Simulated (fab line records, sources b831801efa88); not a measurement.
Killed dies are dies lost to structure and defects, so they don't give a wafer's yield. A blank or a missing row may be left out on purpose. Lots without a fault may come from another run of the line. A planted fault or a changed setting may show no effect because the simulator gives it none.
One fault seen from 2 desks | flow sky130 | each desk has only its own numbers; what lay behind them comes last

THE TOOL OWNER'S DESK: litho_track-03
The tool's own readings at SKY_SONOS_TUNNEL_SOFTBAKE_03 (time 60 s): means of the sampled wafers that have a number, for each lot that ran on this tool. A lot is out of limits, marked OUT, if its mean lies more than 4 standard deviations from the usual mean; the brackets give that distance.
Columns: A = run_length_s at SKY_SONOS_TUNNEL_SOFTBAKE_03, usual 89.05 s
lot  | first seen here | A
L204 | day 10 17:52    | 88.96
L205 | day 11 05:32    | 88.92
L207 | day 11 18:13    | 88.83
L210 | day 12 17:29    | 88.87
L214 | day 14 00:56    | 99.99 (+50) OUT
L215 | day 14 07:49    | 92.71 (+17) OUT
This desk's finding: out of limits on L214, L215; first on L214, day 14 00:56 (run_length_s at SKY_SONOS_TUNNEL_SOFTBAKE_03). In limits: L204, L205, L207, L210.

THE METROLOGY DESK
What the gauges read, lot by lot, whatever tool the lot ran on: means of the sampled wafers that have a number. A lot is out of limits, marked OUT, if its mean lies more than 4 standard deviations from the usual mean; the brackets give that distance.
Columns: A = VT_ADJUST_HVTR_OVL at SKY_VT_ADJUST_HVTR_OVL_MEAS_08, usual -0.3 nm
lot  | first seen here | A
L204 | day 9 07:59     | 1.0
L205 | day 9 19:14     | -0.2
L207 | day 10 06:32    | 0.2
L209 | day 10 21:43    | -0.4
L210 | day 11 03:56    | 1.8
L211 | day 11 13:02    | 1.5
L214 | day 12 12:05    | 0.5
L215 | day 12 18:11    | -0.8
L221 | day 14 20:20    | -1.1
L223 | day 15 06:26    | -0.4
L224 | day 15 10:35    | -0.9
L225 | day 15 15:44    | -0.1
L226 | day 15 23:41    | -2.3
This desk's finding: nothing out of limits on any of the 13 lots.

PUT TOGETHER
The tool owner's desk could have raised an alarm at day 14 00:56, on L214, L215.
The metrology desk saw nothing out of limits.
The metrology desk has L214, L215 on record, within its limits.
Of the lots named, all ran SKY_SONOS_TUNNEL_SOFTBAKE_03 on litho_track-03.

WHAT THE SIMULATOR HAD PUT IN
Process parameter drift: litho_track-03, from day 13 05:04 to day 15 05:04, at SKY_SONOS_TUNNEL_SOFTBAKE_03. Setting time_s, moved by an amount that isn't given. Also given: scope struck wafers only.
Lots struck among those shown: L214, L215.
Hours from the fault's start to each desk's first reading out of limits: the tool owner's desk, 20.
